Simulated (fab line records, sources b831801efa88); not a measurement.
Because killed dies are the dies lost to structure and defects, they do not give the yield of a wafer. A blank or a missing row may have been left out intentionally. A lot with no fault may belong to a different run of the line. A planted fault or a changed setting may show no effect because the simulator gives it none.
One fault through the eyes of 2 desks || flow sky130 || every desk sees just its own numbers, and what lay behind them comes last

== AT THE METROLOGY DESK ==
What the gauges read for every lot (on any tool): the sampled wafers with a number, averaged. The brackets show how far a lot's mean lies from the usual mean; more than 4 standard deviations puts the lot out of limits, marked OUT.
Columns: A = VIA1_W_THK at SKY_VIA1_THK_MEAS_23, usual 273 nm; B = VIA2_BOW at SKY_VIA2_BOW_MEAS_03, usual 87 um; C = cd nm at SKY_VIA2_CD_MEAS_12, usual 199.8 nm
{"lot": "L547", "first seen here": "day 34 16:47", "A": 270, "B": 88, "C": 200.8}
{"lot": "L550", "first seen here": "day 35 12:32", "A": 289, "B": 92, "C": 198.2}
{"lot": "L555", "first seen here": "day 37 07:13", "A": 274, "B": 110, "C": 200.3}
{"lot": "L557", "first seen here": "day 37 13:48", "A": 267, "B": "125 (+4.8) OUT", "C": 200.3}
{"lot": "L556", "first seen here": "day 37 16:35", "A": 267, "B": 117, "C": 201.1}
{"lot": "L559", "first seen here": "day 38 07:01", "A": 272, "B": 97, "C": 200.0}
{"lot": "L561", "first seen here": "day 39 07:37", "A": 276, "B": 82, "C": 198.6}
{"lot": "L563", "first seen here": "day 39 10:09", "A": 274, "B": 89, "C": 199.5}
{"lot": "L568", "first seen here": "day 40 10:10", "A": 273, "B": 84, "C": 197.2}
{"lot": "L569", "first seen here": "day 41 03:17", "A": 282, "B": 84, "C": 197.6}
This desk's finding: out of limits on L557; first on L557, day 38 17:16 (VIA2_BOW at SKY_VIA2_BOW_MEAS_03). L547, L550, L555, L556, L559, L561, L563, L568, L569 stayed within limits.

== DESK OF THE TOOL OWNER: cmp-02 ==
The tool's own readings at SKY_VIA2_CMP_02 (polishes SiO2): means of the sampled wafers that have a number, for each lot that ran on this tool. The brackets show how far a lot's mean lies from the usual mean; more than 4 standard deviations puts the lot out of limits, marked OUT.
Columns: A = edge zone pressure frac at SKY_VIA2_CMP_02, usual 1.000; B = head pressure psi at SKY_VIA2_CMP_02, usual 4.001 psi; C = motor current A at SKY_VIA2_CMP_02, usual 12.2 A; D = platen rpm at SKY_VIA2_CMP_02, usual 60.00 rpm
{"lot": "L550", "first seen here": "day 36 15:43", "A": 0.999, "B": 3.999, "C": 12.4, "D": 60.00}
{"lot": "L561", "first seen here": "day 40 10:14", "A": 0.997, "B": 4.002, "C": 11.9, "D": 60.00}
{"lot": "L563", "first seen here": "day 40 12:35", "A": 1.001, "B": 4.003, "C": 12.3, "D": 59.97}
{"lot": "L568", "first seen here": "day 41 11:45", "A": 0.997, "B": 4.002, "C": 11.8, "D": 60.02}
{"lot": "L569", "first seen here": "day 42 04:36", "A": 0.999, "B": 4.004, "C": 11.3, "D": 60.01}
This desk's finding: nothing out of limits on any of the 5 lots.

== PUT TOGETHER ==
At day 38 17:16 the metrology desk could have sounded an alarm, on L557.
Nothing out of limits was seen by the tool owner's desk.
The tool owner's desk has no number on record for L557.
SKY_VIA2_CMP_02 was run on cmp-02 by each of the lots named.

== WHAT THE SIMULATOR HAD PUT IN ==
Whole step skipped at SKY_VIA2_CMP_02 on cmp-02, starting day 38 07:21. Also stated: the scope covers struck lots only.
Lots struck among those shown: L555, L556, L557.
Hours from the fault's start to each desk's first reading out of limits: the metrology desk, 10.
